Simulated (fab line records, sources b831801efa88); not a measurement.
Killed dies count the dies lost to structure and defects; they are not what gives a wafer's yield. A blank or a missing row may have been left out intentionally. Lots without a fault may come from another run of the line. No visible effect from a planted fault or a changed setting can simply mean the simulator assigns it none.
fab line records	flow sfq_line
[record] lots = 15	wafers = 45	last_day = 96
route steps=325 shown M0@41 I1@83 M2@89 I3@133
lots untouched by any fault: they come from a run of this same line in which no faults occurred
start_h: start of the lot's first displayed wafer, in hours after the record's first day	wait_h: hours since the lot's step before	" unchanged from the row above	L1.1+2: a row that stands for several wafers	- value missing, or start not given	* or withheld: withheld	< > ~ a bound
route shown NAME@n: names a module that has steps shown in the file, with the first one's number in the route	usual: the fault-free wafers' mean and standard deviation	same: alike in all rows	chamber/n: place in a boat	sites: readings site by site	_std_site: the standard deviation of these	_edge_site: inner sites' mean taken away from outer sites' mean	radius_mm: for every site, how far away it sits from the centre of the wafer	mask NAME#n: copy n	behind: the last tool/chamber to shape the wafer	hold: cause of the lot's hold/its duration in hours/its outcome	device: which transistor (n, p or np) failed to switch	end of line: at the end of the route, the tests of the same wafers	a step without rows: its recipe alone	killed: count of dies lost to structure and defects at first sort (not the wafer's yield)	map: per-die view of a wafer (x killed, . not killed, _ where there is no die)
set.NAME: setting as actually run; set.NAME@STEP: the setting as run at that earlier step	model.NAME: the simulator's own value behind a step, which no gauge read
a sample of lots followed through the steps of the route, with each step as a table and each wafer as a row
services: the hour from which a tool's chamber was out of use, counted from the record's first day as start_h (under 0 if before that day), plus the number of hours and why
[[steps]]
[step SFQ_TRILAYER_M0_STRIP_STRIP_025]
[recipe] gas = O2	power_w = 200	platen_temp_c = 40	overash_fraction = 0.65	chemistry = O2	pressure_mtorr = 50
[usual] drypump_motor_current_A = 5.9/0.35	oes_product_au = 0.997/0.0073
lot.wafer	tool	chamber	start_h	wait_h	drypump_motor_current_A	oes_product_au	rf_hours_counter_h
L303.1	rie_metal-04	0	266.64	0.1	5.7	0.994	11
L303.5	"	1	"	"	6.4	0.995	-
L303.6	"	0	"	"	5.7	0.993	-
L305.2	rie_metal-04	1	283.44	0.1	6.4	0.991	139
L305.3	"	0	"	"	5.7	0.981	-
L305.4	"	1	"	"	6.4	0.998	-
L306.1	rie_metal-03	0	293.04	0.1	6.3	1.003	140
L306.2	"	1	"	"	5.8	0.994	70
L306.5	"	0	"	"	6.3	1.002	-
L307.1	rie_metal-02	0	298.07	0.1	5.5	0.985	168
L307.3	"	0	"	"	5.4	0.990	-
L307.4	"	1	"	"	6.0	1.003	-
L308.1	rie_metal-04	1	317.27	0.1	6.4	0.994	143
L308.4	"	1	"	"	6.4	0.988	-
L308.6	"	0	"	"	5.7	0.993	-
L309.3	rie_metal-02	0	325.87	0.2	5.5	1.000	-
L309.4	"	1	"	"	6.0	1.004	-
L309.6	"	1	"	"	6.0	0.997	-
L314.1	rie_metal-04	0	370.19	0.1	5.7	1.002	24
L314.3	"	1	"	"	6.4	1.007	-
L314.4	"	0	"	"	5.7	1.002	-
L315.1	rie_metal-02	1	373.79	0.1	6.0	0.992	109
L315.4	"	1	"	"	6.0	0.998	-
L315.6	"	1	"	"	6.0	1.003	-
L317.4	rie_metal-03	1	387.32	0.2	5.8	0.998	-
L317.5	"	0	"	"	6.3	0.994	-
L317.6	"	1	"	"	5.8	0.995	-
L321.1	rie_metal-03	1	434.04	0.1	5.8	0.993	84
L321.2	"	0	"	"	6.3	0.999	155
L321.6	"	0	"	"	6.3	0.997	-
L322.1	rie_metal-04	0	448.63	0.2	5.7	0.988	34
L322.3	"	0	"	"	5.7	0.991	-
L322.6	"	0	"	"	5.7	0.997	-
L323.3	rie_metal-04	1	460.64	0.2	6.4	0.992	-
L323.5	"	1	"	"	6.4	0.987	-
L323.6	"	0	"	"	5.7	0.989	-
L324.2	rie_metal-03	1	468.55	0.1	5.8	0.996	90
L324.4	"	1	"	"	5.8	1.002	-
L324.6	"	1	"	"	5.8	0.998	-
L325.4	rie_metal-04	0	473.55	0.2	5.7	0.995	-
L325.5	"	1	"	"	6.4	1.002	-
L325.6	"	0	"	"	5.7	0.999	-
L326.2	rie_metal-04	1	480.55	0.1	6.4	0.990	4
L326.5	"	1	"	"	6.4	1.001	-
L326.6	"	0	"	"	5.6	0.988	-
[step SFQ_I1_OVL_MEAS_913]
[usual] I1_OVL = 0/4.5
lot.wafer	tool	chamber	start_h	wait_h	I1_OVL[nm]
L303.1	overlay-02	-	719.53	0.1	2
L303.5	"	-	"	"	5
L303.6	"	-	"	"	5
L305.2	overlay-01	-	747.26	0.1	-4
L305.3	"	-	"	"	0
L305.4	"	-	"	"	-3
L306.1	overlay-01	-	758.53	0.1	-4
L306.2	"	-	"	"	2
L306.5	"	-	"	"	1
L307.1	overlay-02	-	765.73	0.1	8
L307.3	"	-	"	"	2
L307.4	"	-	"	"	5
L308.1	overlay-02	-	785.99	0.1	-6
L308.4	"	-	"	"	-16
L308.6	"	-	"	"	-9
L309.3	overlay-01	-	800.58	0.1	5
L309.4	"	-	"	"	1
L309.6	"	-	"	"	3
L314.1	overlay-02	-	840.05	0.1	3
L314.3	"	-	"	"	-2
L314.4	"	-	"	"	2
L315.1	overlay-02	-	851.27	0.1	-4
L315.4	"	-	"	"	-5
L315.6	"	-	"	"	-13
L317.4	overlay-01	-	862.09	0.1	-3
L317.5	"	-	"	"	2
L317.6	"	-	"	"	4
L321.1	overlay-02	-	909.66	0.1	4
L321.2	"	-	"	"	-3
L321.6	"	-	"	"	-6
L322.1	overlay-01	-	919.26	0.1	0
L322.3	"	-	"	"	0
L322.6	"	-	"	"	4
L323.3	overlay-02	-	927.28	0.1	-2
L323.5	"	-	"	"	-1
L323.6	"	-	"	"	0
L324.2	overlay-02	-	936.87	0.1	1
L324.4	"	-	"	"	-6
L324.6	"	-	"	"	2
L325.4	overlay-02	-	944.08	0.1	2
L325.5	"	-	"	"	0
L325.6	"	-	"	"	-4
L326.2	overlay-02	-	948.99	0.1	-3
L326.5	"	-	"	"	-5
L326.6	"	-	"	"	-3
[step SFQ_TRILAYER_M2_DEP_SPUTTER_055]
[recipe] material = Nb	base_pressure_pa = 1.33e-06	chamber_pressure_pa = 0.1333	substrate_temp_c = 20	resputter_cathode_voltage_v = 400	target_thk_nm = 200	power_w = 2000	time_s = 133.3
[usual] substrate_temp_c = 20.00/0.11	throttle_valve_pct = 29.8/0.76
[same] time_s = 133.3
lot.wafer	tool	chamber	start_h	wait_h	substrate_temp_c	throttle_valve_pct
L303.1	pvd_sputter-04	-	720.53	0.0	19.94	30.2
L303.5	"	-	"	"	19.94	30.3
L303.6	"	-	"	"	19.96	30.5
L305.2	pvd_sputter-04	-	748.43	0.0	19.92	28.6
L305.3	"	-	"	"	19.97	30.3
L305.4	"	-	"	"	20.14	30.4
L306.1	pvd_sputter-04	-	759.70	0.0	20.13	29.7
L306.2	"	-	"	"	20.09	30.3
L306.5	"	-	"	"	20.00	30.1
L307.1	pvd_sputter-04	-	767.32	0.0	19.68	29.6
L307.3	"	-	"	"	20.13	28.8
L307.4	"	-	"	"	19.85	30.2
L308.1	pvd_sputter-03	-	786.98	0.0	19.97	30.2
L308.4	"	-	"	"	19.99	30.6
L308.6	"	-	"	"	19.94	29.6
L309.3	pvd_sputter-03	-	801.56	0.0	19.93	30.1
L309.4	"	-	"	"	19.98	30.6
L309.6	"	-	"	"	19.95	29.4
L309.3	pvd_sputter-03	-	801.82	0.2	20.01	30.1
L309.4	"	-	"	"	19.92	30.3
L309.6	"	-	"	"	19.97	29.4
L314.1	pvd_sputter-04	-	841.04	0.0	19.65	28.4
L314.3	"	-	"	"	20.04	29.4
L314.4	"	-	"	"	20.00	30.4
L314.1	pvd_sputter-04	-	841.30	0.2	19.95	28.8
L314.3	"	-	"	"	19.97	29.3
L314.4	"	-	"	"	20.05	30.8
L315.1	pvd_sputter-03	-	852.26	0.0	19.93	30.1
L315.4	"	-	"	"	19.81	29.5
L315.6	"	-	"	"	20.21	30.2
L317.4	pvd_sputter-04	-	863.08	0.0	20.25	29.6
L317.5	"	-	"	"	20.14	30.6
L317.6	"	-	"	"	20.06	30.4
L317.4	pvd_sputter-04	-	863.34	0.2	20.11	29.6
L317.5	"	-	"	"	19.94	30.4
L317.6	"	-	"	"	19.94	30.3
L321.1	pvd_sputter-05	-	910.65	0.0	20.06	30.8
L321.2	"	-	"	"	20.06	28.2
L321.6	"	-	"	"	19.89	28.0
L322.1	pvd_sputter-03	-	920.25	0.0	20.09	29.5
L322.3	"	-	"	"	20.15	29.4
L322.6	"	-	"	"	20.08	30.2
L323.3	pvd_sputter-05	-	928.46	0.0	19.91	28.9
L323.5	"	-	"	"	20.00	28.3
L323.6	"	-	"	"	19.88	29.0
L324.2	pvd_sputter-03	-	937.87	0.0	20.11	30.5
L324.4	"	-	"	"	19.98	29.9
L324.6	"	-	"	"	20.04	29.4
L325.4	pvd_sputter-04	-	945.66	0.0	20.02	30.3
L325.5	"	-	"	"	20.11	30.1
L325.6	"	-	"	"	19.97	29.2
L326.2	pvd_sputter-05	-	949.98	0.0	19.90	30.8
L326.5	"	-	"	"	19.93	30.8
L326.6	"	-	"	"	19.93	30.6
[step SFQ_M2_RS_MEAS_914]
[recipe] thk_meas_gauge = four-point-probe	reads = Nb_of_TRILAYER_M2_DEP_SPUTTER_055
[usual] M2_NB_RS = 0.893/0.0073
lot.wafer	tool	chamber	start_h	wait_h	M2_NB_RS[ohm/sq]
L303.1	film_metro-01	-	720.62	0.0	0.894
L303.5	"	-	"	"	0.898
L303.6	"	-	"	"	0.896
L305.2	film_metro-01	-	748.54	0.1	0.894
L305.3	"	-	"	"	0.895
L305.4	"	-	"	"	0.892
L306.1	film_metro-04	-	759.79	0.0	0.879
L306.2	"	-	"	"	0.881
L306.5	"	-	"	"	0.885
L307.1	film_metro-02	-	767.41	0.0	0.906
L307.3	"	-	"	"	0.898
L307.4	"	-	"	"	0.895
L308.1	film_metro-01	-	787.07	0.0	0.901
L308.4	"	-	"	"	0.890
L308.6	"	-	"	"	0.904
L309.3	film_metro-01	-	801.95	0.1	0.443
L309.4	"	-	"	"	0.439
L309.6	"	-	"	"	0.447
L314.1	film_metro-04	-	841.39	0.0	0.444
L314.3	"	-	"	"	0.442
L314.4	"	-	"	"	0.442
L315.1	film_metro-04	-	852.35	0.0	0.898
L315.4	"	-	"	"	0.893
L315.6	"	-	"	"	0.902
L317.4	film_metro-01	-	863.49	0.1	0.441
L317.5	"	-	"	"	0.442
L317.6	"	-	"	"	0.444
L321.1	film_metro-01	-	910.74	0.0	0.889
L321.2	"	-	"	"	0.886
L321.6	"	-	"	"	0.895
L322.1	film_metro-01	-	920.34	0.0	0.900
L322.3	"	-	"	"	0.889
L322.6	"	-	"	"	0.887
L323.3	film_metro-01	-	928.59	0.1	0.891
L323.5	"	-	"	"	0.895
L323.6	"	-	"	"	0.888
L324.2	film_metro-04	-	937.98	0.1	0.898
L324.4	"	-	"	"	0.898
L324.6	"	-	"	"	0.900
L325.4	film_metro-02	-	945.81	0.1	0.901
L325.5	"	-	"	"	0.898
L325.6	"	-	"	"	0.903
L326.2	film_metro-01	-	950.09	0.1	0.890
L326.5	"	-	"	"	0.901
L326.6	"	-	"	"	0.897
[step SFQ_TRILAYER_M2_ETCH_METAL_ETCH_060]
[recipe] target = Nb	stop_on = SiO2	mask_material = PR	chemistry = Cl2/Ar	target_depth_nm = 240	icp_w = 600	bias_w = 80	pressure_mtorr = 10	time_s = 120
[usual] drypump_motor_current_A = 6.0/0.32	oes_product_au = 0.893/0.006
[same] time_s = 120
lot.wafer	tool	chamber	start_h	wait_h	drypump_motor_current_A	oes_product_au	rf_hours_counter_h
L303.1	rie_metal-03	0	875.37	0.0	6.3	0.887	56
L303.5	"	1	"	"	5.8	0.892	-
L303.6	"	0	"	"	6.3	0.892	-
L305.2	rie_metal-04	0	904.29	0.0	5.7	0.887	94
L305.3	"	1	"	"	6.3	0.891	-
L305.4	"	0	"	"	5.7	0.896	-
L306.1	rie_metal-03	1	910.95	0.0	5.8	0.907	11
L306.2	"	0	"	"	6.3	0.894	60
L306.5	"	1	"	"	5.8	0.898	-
L307.1	rie_metal-03	0	913.35	0.0	6.3	0.882	60
L307.3	"	1	"	"	5.8	0.889	-
L307.4	"	0	"	"	6.3	0.891	-
L308.1	rie_metal-03	1	928.56	0.0	5.8	0.888	13
L308.4	"	0	"	"	6.3	0.893	-
L308.6	"	1	"	"	5.8	0.885	-
L309.3	rie_metal-03	0	938.20	0.1	6.3	0.998	-
L309.4	"	1	"	"	5.8	0.987	-
L309.6	"	1	"	"	5.8	0.981	-
L314.1	rie_metal-03	1	976.81	0.0	5.8	1.002	19
L314.3	"	0	"	"	6.4	0.997	-
L314.4	"	1	"	"	5.8	0.986	-
L315.1	rie_metal-04	0	985.21	0.0	5.7	0.882	105
L315.4	"	1	"	"	6.4	0.894	-
L315.6	"	0	"	"	5.7	0.886	-
L317.4	rie_metal-04	1	993.65	0.1	6.4	1.006	-
L317.5	"	1	"	"	6.4	1.000	-
L317.6	"	0	"	"	5.6	1.005	-
L321.1	rie_metal-02	0	1039.26	0.0	5.4	0.889	76
L321.2	"	1	"	"	6.0	0.901	44
L321.6	"	0	"	"	5.5	0.891	-
L322.1	rie_metal-02	0	1057.17	0.0	5.5	0.891	79
L322.3	"	0	"	"	5.5	0.894	-
L322.6	"	0	"	"	5.5	0.889	-
L323.3	rie_metal-02	1	1063.21	0.1	6.0	0.896	-
L323.5	"	1	"	"	6.0	0.900	-
L323.6	"	0	"	"	5.5	0.892	-
L324.2	rie_metal-03	1	1071.57	0.0	5.8	0.891	31
L324.4	"	1	"	"	5.8	0.890	-
L324.6	"	0	"	"	6.3	0.896	-
L325.4	rie_metal-03	0	1081.21	0.1	6.4	0.890	-
L325.5	"	0	"	"	6.3	0.885	-
L325.6	"	1	"	"	5.8	0.887	-
L326.2	rie_metal-02	1	1085.97	0.0	6.0	0.899	51
L326.5	"	1	"	"	6.0	0.888	-
L326.6	"	0	"	"	5.5	0.900	-
[step SFQ_TRILAYER_I3_DEP_PECVD_081]
[recipe] material = SiO2	temp_c = 150	time_s = 111.11	pressure_torr = 2.4	rf_w = 183.3	precursor = SiH4/N2O	target_thk_nm = 500
[usual] heater_power_w = 84/14	throttle_valve_pct = 24.1/0.93
[same] time_s = 111.11
lot.wafer	tool	chamber	start_h	wait_h	heater_power_w	throttle_valve_pct
L303.1	pecvd-04	0	1025.93	0.0	82	24.9
L303.5	"	2	"	"	80	25.0
L303.6	"	1	"	"	133	23.5
L305.2	pecvd-03	2	1048.16	0.0	85	23.7
L305.3	"	0	"	"	61	23.9
L305.4	"	0	"	"	63	24.1
L306.1	pecvd-01	2	1054.47	0.0	70	21.9
L306.2	"	1	"	"	96	22.4
L306.5	"	0	"	"	86	23.4
L307.1	pecvd-03	1	1060.51	0.0	92	24.7
L307.3	"	0	"	"	67	23.7
L307.4	"	1	"	"	78	24.5
L308.1	pecvd-04	0	1072.57	0.0	82	25.3
L308.4	"	0	"	"	82	25.0
L308.6	"	2	"	"	78	25.3
L309.3	pecvd-03	2	1084.38	0.0	83	23.7
L309.4	"	0	"	"	69	23.9
L309.6	"	1	"	"	84	24.5
L314.1	pecvd-03	2	1122.78	0.0	96	23.8
L314.3	"	1	"	"	85	24.8
L314.4	"	2	"	"	77	23.7
L315.1	pecvd-03	1	1131.22	0.0	87	24.4
L315.4	"	1	"	"	87	24.7
L315.6	"	0	"	"	66	24.2
L317.4	pecvd-01	0	1286.15	0.0	71	24.3
L317.5	"	2	"	"	76	22.4
L317.6	"	1	"	"	89	22.6
L321.1	pecvd-01	1	1325.77	0.0	92	22.9
L321.2	"	2	"	"	78	22.6
L321.6	"	1	"	"	93	23.0
L322.1	pecvd-03	1	1338.97	0.0	93	24.7
L322.3	"	2	"	"	89	24.1
L322.6	"	1	"	"	93	24.7
L323.3	pecvd-04	0	1347.50	0.0	81	25.9
L323.5	"	0	"	"	83	26.0
L323.6	"	2	"	"	94	25.1
L324.2	pecvd-03	1	1355.50	0.0	78	24.6
L324.4	"	0	"	"	55	24.3
L324.6	"	1	"	"	83	24.7
L325.4	pecvd-01	1	1363.26	0.0	78	22.9
L325.5	"	0	"	"	71	25.1
L325.6	"	2	"	"	71	22.8
L326.2	pecvd-03	1	1371.64	0.0	91	24.7
L326.5	"	0	"	"	69	24.2
L326.6	"	2	"	"	93	24.2
[[services]]
tool	chamber	start_h	hours	kind
rie_metal-04	-	262.11	0.1	repair
rie_metal-04	-	286.44	1.4	pm
rie_metal-03	1	330.77	1.0	repair
rie_metal-04	0	336.73	6.2	repair
rie_metal-03	1	338.88	2.1	repair
rie_metal-04	0	403.94	4.1	repair
rie_metal-03	-	499.13	1.2	repair
rie_metal-04	0	508.99	12.4	repair
pvd_sputter-04	-	637.57	0.7	repair
rie_metal-04	-	699.33	0.6	repair
rie_metal-03	0	747.76	1.9	repair
rie_metal-03	-	752.72	0.9	repair
rie_metal-04	0	764.15	5.4	repair
rie_metal-04	-	865.90	2.8	pm
rie_metal-04	1	941.54	5.8	repair
pvd_sputter-04	-	995.34	3.0	repair
rie_metal-03	-	1047.43	14.0	repair
pvd_sputter-04	-	1060.25	10.9	repair
pvd_sputter-04	-	1141.63	3.3	repair
rie_metal-03	0	1185.84	1.7	repair
rie_metal-03	-	1190.64	2.8	pm
rie_metal-03	-	1244.11	5.7	repair
rie_metal-04	1	1249.74	12.6	repair
rie_metal-04	-	1315.15	28.1	pm
[[key]]
[first_sign] step = SFQ_TRILAYER_M2_DEP_SPUTTER_055	reading = visit	direction = added
[effect] step = SFQ_M2_RS_MEAS_914	reading = M2_NB_RS	direction = down	sigmas = 62	usual = 0.893	struck = 0.443
[effect] step = SFQ_TRILAYER_M2_ETCH_METAL_ETCH_060	reading = oes_product_au	direction = up	sigmas = 17	usual = 0.893	struck = 0.996
met_at SFQ_TRILAYER_M2_DEP_SPUTTER_055
struck_lots L309,L314,L317
not_acting_at SFQ_TRILAYER_M0_STRIP_STRIP_025,SFQ_I1_OVL_MEAS_913,SFQ_TRILAYER_I3_DEP_PECVD_081
[fault] kind = repeated_step_whole	tool = pvd_sputter-03,pvd_sputter-04,pvd_sputter-05	chamber = -	onset_h = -	steps = SFQ_TRILAYER_M2_DEP_SPUTTER_055	times = 1	scope = struck_lots_only
